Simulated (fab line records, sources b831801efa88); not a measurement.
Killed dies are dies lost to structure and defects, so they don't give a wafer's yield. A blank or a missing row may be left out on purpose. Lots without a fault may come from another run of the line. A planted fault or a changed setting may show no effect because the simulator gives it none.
Problem report in the 8D (eight disciplines) form, filled by code | flow gf180mcu | the parts of the form that need people (team, actions taken, sign-off) are left out

1. THE PROBLEM
NWELL_TW at GF_NWELL_TW_MEAS_11 reads a mean of 1625 on 3 wafers of 3 lots; wafers without a fault read 1566 with a standard deviation of 7.5. That is +7.8 standard deviations from the usual mean.
First seen on wafer L739.5, day 6 13:52, on film_metro-04. The record holds 31 wafers of 11 lots with a number at this step. Rule for "out", or "out of limits": more than 4 standard deviations from the usual mean. The other wafers with a number count as sound.

2. WHAT IT IS AND WHAT IT IS NOT
question                    | is                           | is not
which readings at this step | NWELL_TW                     | -
which lots                  | L739, L740, L744             | L727, L730, L731, L732, L735, L736, L746, L747
which wafers of those lots  | L739.5, L740.3, L744.5       | L739.6, L740.2, L744.2, L744.4
read on which gauges        | film_metro-02, film_metro-04 | film_metro-01
when                        | from day 6 13:52             | up to then (19 sound wafers); but 9 sound wafers of L740, L744, L746, L747 came after

3. SUSPECTS, AND WHAT RULES EACH OUT
Counting: a tool at a process step up to the reading stays a suspect if it ran every lot that is out. Sound lots after the first of them don't rule it out here, since some wafers of a struck lot are sound.
- the gauge at GF_NWELL_TW_MEAS_11: ruled out. The wafers that are out were read on 2 gauges (film_metro-02, film_metro-04).
- litho_track-03 at GF_DNWELL_COAT_02 (resist thk 3000 nm): kept. It ran every lot that is out, first L739 (day 5 14:47); its last sound lot up to then is L732 (day 3 23:35).
Left after counting: litho_track-03 at GF_DNWELL_COAT_02.

4. THE CAUSE (what the simulator had put in)
Process parameter drift: litho_track-03, from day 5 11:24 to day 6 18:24, at GF_DNWELL_COAT_02. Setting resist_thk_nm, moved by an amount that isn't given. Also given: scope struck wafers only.
Counting left only this tool.

5. THE CHAIN OF EFFECTS, in route order
Each row: a reading whose mean over the struck wafers that have a number lies more than 3 standard deviations from the usual. Only readings for which the record gives a usual standard deviation are gone through. hours: the time from each lot's start at the first step in this table that gives one to its start at this step, as a median over the lots. sigmas: the change in usual standard deviations.
hours | step                  | reading                  | usual   | on struck wafers | change | sigmas
0     | GF_DNWELL_STRIP_08    | strip_time_to_endpoint_s | 36.96 s | 24.25            | -12.71 | -99 or more
16    | GF_NWELL_TW_MEAS_11   | NWELL_TW                 | 1566    | 1625             | +59    | +7.8
31    | GF_LVPWELL_TW_MEAS_11 | LVPWELL_TW               | 558     | 862              | +304   | +92
48    | GF_MVSD_TW_MEAS_11    | MVSD_TW                  | 1576    | 1625             | +49    | +4.5
The process steps in it:
- GF_DNWELL_STRIP_08: strips in O2/N2.
Later measuring or inspecting steps at which every struck wafer that the step has a row for has a number for every such reading, and none has moved that far: GF_MVSD_OVL_MEAS_07.

6. WHAT WOULD HAVE CAUGHT IT SOONER
In this record the first reading out of limits at a measuring or inspecting step was taken at day 6 13:52, 26 hours after the fault began at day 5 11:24.
Of the lots that are out (3), L744 began GF_DNWELL_COAT_02 on litho_track-03 after day 6 13:52. A hold on the tool at that time would have spared it.
